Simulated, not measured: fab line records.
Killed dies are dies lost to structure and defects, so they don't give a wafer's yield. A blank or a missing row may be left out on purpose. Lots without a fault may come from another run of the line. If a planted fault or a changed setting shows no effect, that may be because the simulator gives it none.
Chamber matching | flow sky130 | SKY_LI_CONTACT_CMP_02 on cmp-01 has 4 sister chambers
The step polishes PSG. 4 wafers are shown with their chamber, then 7 later ones without.

== EACH WAFER AND ITS CHAMBER ==
wafer  | chamber | motor_current_A (A)
L129.4 | 1       | 13.5
L129.6 | 2       | 9.8
L135.1 | 0       | 12.9
L135.3 | 3       | 14.0

== WAFERS WITH NO CHAMBER GIVEN ==
wafer  | motor_current_A (A)
L135.5 | 13.5
L136.4 | 12.7
L136.5 | 13.9
L136.6 | 10.4
L141.1 | 13.0
L141.2 | 12.3
L141.6 | 13.1

== EACH ONE'S CHAMBER ==
wafer  | from the rows above          | in truth
L135.5 | can't be placed: 1 or 3 or 0 | 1
L136.4 | can't be placed: 0 or 1      | 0
L136.5 | can't be placed: 3 or 1      | 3
L136.6 | 2                            | 2
L141.1 | can't be placed: 0 or 1      | 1
L141.2 | can't be placed: 0 or 1      | 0
L141.6 | can't be placed: 0 or 1      | 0
Correct placement for 1 of the 7. These rows do not allow placing 6 (true chamber among the candidates in 6). Number placed wrongly: 0.
How it was worked out, from the rows above alone: a wafer's distance from a chamber is the root of the sum, over the readings, of the square of ((its reading less the chamber's mean) divided by the reading's scatter). The wafer belongs to the nearest chamber; if the next one is less than 2 further off, it can't be placed. The mean given for a chamber averages the wafers shown for that chamber. The scatter: with one shown wafer a chamber, the root of the mean of the squares of how far each hidden wafer lies from its nearest shown one.
